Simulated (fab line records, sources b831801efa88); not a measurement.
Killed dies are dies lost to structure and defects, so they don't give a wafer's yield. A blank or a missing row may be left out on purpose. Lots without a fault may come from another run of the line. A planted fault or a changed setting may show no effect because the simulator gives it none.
Which tool did it? | flow gf180mcu | 24 lots, 72 wafers sampled, at 5 steps of a route of 602

WHAT THE GAUGES READ, wafer by wafer
GF_V2_OVL_MEAS_15. Usual: V2_OVL 4 nm, standard deviation 6.1.
lot  | measured     | on         | V2_OVL (nm) | flag
L074 | day 20 02:31 | overlay-01 | 14 6 8      |
L075 | day 20 21:49 | overlay-01 | 2 0 7       |
L076 | day 21 00:44 | overlay-01 | 7 8 6       |
L077 | day 21 14:28 | overlay-02 | -5 2 2      |
L078 | day 21 21:41 | overlay-02 | 5 2 14      |
L079 | day 22 08:03 | overlay-02 | 3 13 9      |
L080 | day 22 13:28 | overlay-02 | 2 11 0      |
L081 | day 23 05:39 | overlay-02 | 14 13 8     |
L082 | day 23 07:43 | overlay-02 | 1 -3 1      |
L083 | day 23 17:04 | overlay-01 | 6 0 2       |
L084 | day 24 00:15 | overlay-02 | 2 5 7       |
L085 | day 24 10:36 | overlay-01 | 19 6 11     |
L086 | day 24 20:32 | overlay-01 | 20 21 7     |
L087 | day 25 06:11 | overlay-02 | 12 10 13    |
L088 | day 25 10:00 | overlay-02 | -3 -6 -7    |
L089 | day 25 14:58 | overlay-02 | 6 -1 -1     |
L090 | day 26 00:44 | overlay-01 | -8 8 6      |
L091 | day 26 07:29 | overlay-01 | -1 1 1      |
L092 | day 26 17:22 | overlay-02 | -1 -3 2     |
L093 | day 27 04:41 | overlay-02 | 2 13 8      |
L094 | day 27 05:38 | overlay-02 | -1 3 -3     |
L095 | day 27 09:44 | overlay-02 | 0 -1 2      |
L096 | day 27 20:40 | overlay-01 | 0 -4 3      |
L097 | day 28 05:49 | overlay-01 | 6 1 12      |

GF_M3_THK_MEAS_06: measures by xrf. Usual: M3_ALCU_THK 437 nm, standard deviation 6.2.
lot  | measured     | on            | M3_ALCU_THK (nm) | flag
L074 | day 20 04:22 | film_metro-03 | 436 433 435      |
L075 | day 20 23:33 | film_metro-03 | 433 436 432      |
L076 | day 21 02:28 | film_metro-01 | 427 429 428      |
L077 | day 21 16:12 | film_metro-01 | 434 437 435      |
L078 | day 21 23:26 | film_metro-03 | 445 447 445      |
L079 | day 22 09:47 | film_metro-03 | 447 448 443      |
L080 | day 22 15:13 | film_metro-01 | 431 432 434      |
L081 | day 23 07:24 | film_metro-01 | 442 437 440      |
L082 | day 23 09:47 | film_metro-01 | 436 431 434      |
L083 | day 23 18:55 | film_metro-03 | 447 444 447      |
L084 | day 24 02:01 | film_metro-01 | 441 444 436      |
L085 | day 24 12:22 | film_metro-03 | 431 435 437      |
L086 | day 24 22:16 | film_metro-03 | 432 437 437      |
L087 | day 25 07:55 | film_metro-04 | 446 441 443      |
L088 | day 25 11:44 | film_metro-03 | 446 443 441      |
L089 | day 25 16:41 | film_metro-03 | 441 441 446      |
L090 | day 26 02:31 | film_metro-01 | 437 434 435      |
L091 | day 26 09:13 | film_metro-01 | 419 427 426      |
L092 | day 26 19:15 | film_metro-01 | 432 433 431      |
L093 | day 27 06:26 | film_metro-03 | 437 442 440      |
L094 | day 27 07:23 | film_metro-04 | 433 438 432      |
L095 | day 27 11:29 | film_metro-04 | 432 432 432      |
L096 | day 27 22:28 | film_metro-04 | 437 432 432      |
L097 | day 28 07:38 | film_metro-03 | 443 445 445      |

GF_M3_CD_MEAS_14: target cd 280 nm. Usual: cd_nm 280.0 nm, standard deviation 1.4.
lot  | measured     | on        | cd_nm (nm)        | flag
L074 | day 21 04:38 | cd_sem-01 | 279.4 278.0 279.1 |
L075 | day 21 23:15 | cd_sem-01 | 280.5 279.1 280.3 |
L076 | day 22 02:25 | cd_sem-02 | 280.8 280.8 281.0 |
L077 | day 22 15:12 | cd_sem-02 | 280.8 281.9 280.2 |
L078 | day 22 22:35 | cd_sem-01 | 280.1 279.8 279.6 |
L079 | day 23 08:49 | cd_sem-01 | 279.8 281.3 279.7 |
L080 | day 23 13:53 | cd_sem-01 | 279.7 278.9 279.3 |
L081 | day 24 05:31 | cd_sem-01 | 281.9 280.5 280.3 |
L082 | day 24 08:02 | cd_sem-01 | 278.1 277.8 278.8 |
L083 | day 24 16:50 | cd_sem-02 | 282.0 283.3 282.3 |
L084 | day 24 23:23 | cd_sem-01 | 279.4 279.0 279.0 |
L085 | day 25 09:23 | cd_sem-02 | 277.7 278.8 278.4 |
L086 | day 25 19:13 | cd_sem-02 | 282.7 281.7 281.5 |
L087 | day 26 04:46 | cd_sem-02 | 277.6 278.0 278.0 |
L088 | day 26 08:08 | cd_sem-01 | 279.9 280.0 280.5 |
L089 | day 26 13:23 | cd_sem-01 | 279.1 277.7 279.3 |
L090 | day 26 23:31 | cd_sem-01 | 278.8 281.0 280.6 |
L091 | day 27 05:52 | cd_sem-01 | 281.1 280.7 280.9 |
L092 | day 27 15:32 | cd_sem-02 | 279.9 280.4 280.7 |
L093 | day 28 02:20 | cd_sem-01 | 278.6 279.4 277.9 |
L094 | day 28 03:38 | cd_sem-02 | 281.7 281.4 280.8 |
L095 | day 28 06:46 | cd_sem-01 | 279.0 278.0 277.9 |
L096 | day 28 17:40 | cd_sem-02 | 282.1 281.6 282.1 |
L097 | day 29 03:11 | cd_sem-02 | 280.6 281.4 281.6 |

WHICH TOOL RAN EACH LOT (tool, then ch and the chambers of the sampled wafers, then the start)
lot  | GF_M2_SPUTTER_00             | GF_M3_SPUTTER_00
L074 | pvd_sputter-04, day 18 00:44 | pvd_sputter-01, day 20 04:00
L075 | pvd_sputter-02, day 18 19:55 | pvd_sputter-01, day 20 23:11
L076 | pvd_sputter-03, day 18 23:36 | pvd_sputter-01, day 21 02:08
L077 | pvd_sputter-03, day 19 12:12 | pvd_sputter-02, day 21 15:50
L078 | pvd_sputter-04, day 19 20:19 | pvd_sputter-04, day 21 23:05
L079 | pvd_sputter-04, day 20 07:08 | pvd_sputter-02, day 22 09:26
L080 | pvd_sputter-02, day 20 13:24 | pvd_sputter-01, day 22 14:52
L081 | pvd_sputter-03, day 21 05:31 | pvd_sputter-04, day 23 07:04
L082 | pvd_sputter-04, day 21 07:47 | pvd_sputter-01, day 23 09:26
L083 | pvd_sputter-04, day 21 16:44 | pvd_sputter-02, day 23 18:35
L084 | pvd_sputter-02, day 22 00:47 | pvd_sputter-04, day 24 01:41
L085 | pvd_sputter-03, day 22 11:23 | pvd_sputter-01, day 24 12:01
L086 | pvd_sputter-03, day 22 21:39 | pvd_sputter-04, day 24 21:56
L087 | pvd_sputter-02, day 23 08:41 | pvd_sputter-02, day 25 07:35
L088 | pvd_sputter-02, day 23 13:20 | pvd_sputter-02, day 25 11:23
L089 | pvd_sputter-03, day 23 16:41 | pvd_sputter-02, day 25 16:20
L090 | pvd_sputter-03, day 24 03:37 | pvd_sputter-04, day 26 02:10
L091 | pvd_sputter-02, day 24 11:40 | pvd_sputter-01, day 26 08:53
L092 | pvd_sputter-02, day 24 21:17 | pvd_sputter-04, day 26 18:54
L093 | pvd_sputter-02, day 25 09:08 | pvd_sputter-02, day 27 06:05
L094 | pvd_sputter-04, day 25 10:23 | pvd_sputter-01, day 27 07:02
L095 | pvd_sputter-03, day 25 15:23 | pvd_sputter-01, day 27 11:08
L096 | pvd_sputter-02, day 26 02:31 | pvd_sputter-04, day 27 22:07
L097 | pvd_sputter-02, day 26 11:32 | pvd_sputter-01, day 28 07:17
- GF_M2_SPUTTER_00: material Ti, target thk 37.5 nm, time 150 s.
- GF_M3_SPUTTER_00: material Ti, target thk 37.5 nm, time 150 s.

WHAT THE TOOLS THEMSELVES READ (means of the sampled wafers that have a number; where no wafer has one, the mark that the record gives instead)
GF_M2_SPUTTER_00. Usual: throttle_valve_pct 30.2 %, standard deviation 0.99.
lot  | tool           | throttle_valve_pct (%) | flag
L074 | pvd_sputter-04 | 30.2                   |
L075 | pvd_sputter-02 | 29.9                   |
L076 | pvd_sputter-03 | 30.3                   |
L077 | pvd_sputter-03 | 29.6                   |
L078 | pvd_sputter-04 | 30.2                   |
L079 | pvd_sputter-04 | 30.3                   |
L080 | pvd_sputter-02 | 29.7                   |
L081 | pvd_sputter-03 | 31.5                   |
L082 | pvd_sputter-04 | 30.7                   |
L083 | pvd_sputter-04 | 30.3                   |
L084 | pvd_sputter-02 | 30.5                   |
L085 | pvd_sputter-03 | 30.4                   |
L086 | pvd_sputter-03 | 30.2                   |
L087 | pvd_sputter-02 | 29.5                   |
L088 | pvd_sputter-02 | 30.7                   |
L089 | pvd_sputter-03 | 31.0                   |
L090 | pvd_sputter-03 | 29.9                   |
L091 | pvd_sputter-02 | 29.7                   |
L092 | pvd_sputter-02 | 30.5                   |
L093 | pvd_sputter-02 | 29.8                   |
L094 | pvd_sputter-04 | 30.0                   |
L095 | pvd_sputter-03 | 31.1                   |
L096 | pvd_sputter-02 | 30.0                   |
L097 | pvd_sputter-02 | 29.8                   |

GF_M3_SPUTTER_00. Usual: throttle_valve_pct 30.1 %, standard deviation 1.1.
lot  | tool           | throttle_valve_pct (%) | flag
L074 | pvd_sputter-01 | 29.6                   |
L075 | pvd_sputter-01 | 30.2                   |
L076 | pvd_sputter-01 | 29.8                   |
L077 | pvd_sputter-02 | 30.8                   |
L078 | pvd_sputter-04 | 30.8                   |
L079 | pvd_sputter-02 | 30.1                   |
L080 | pvd_sputter-01 | 29.2                   |
L081 | pvd_sputter-04 | 30.3                   |
L082 | pvd_sputter-01 | 29.7                   |
L083 | pvd_sputter-02 | 30.1                   |
L084 | pvd_sputter-04 | 30.6                   |
L085 | pvd_sputter-01 | 29.7                   |
L086 | pvd_sputter-04 | 30.6                   |
L087 | pvd_sputter-02 | 30.8                   |
L088 | pvd_sputter-02 | 30.4                   |
L089 | pvd_sputter-02 | 30.5                   |
L090 | pvd_sputter-04 | 31.0                   |
L091 | pvd_sputter-01 | 29.1                   |
L092 | pvd_sputter-04 | 30.5                   |
L093 | pvd_sputter-02 | 30.5                   |
L094 | pvd_sputter-01 | 29.1                   |
L095 | pvd_sputter-01 | 30.2                   |
L096 | pvd_sputter-04 | 30.7                   |
L097 | pvd_sputter-01 | 29.6                   |

THE ANSWER, worked out from the rows above alone
Rule: a lot is off if the mean of its wafers that have a number lies more than 3 standard deviations from the usual mean. A lot without any number at a reading at which 4 lots or more have one is off too. The other lots that the step has rows for count as sound. The gauges are gone through in route order, then the tools' own readings, and for those a lot's mean is taken as printed above. The first step at which some lot is off is used, and at that step the reading that is off furthest; a lot without a number counts as furthest.
No lot is off at any reading shown: from this, nothing can be told.

WHAT THE SIMULATOR HAD PUT IN
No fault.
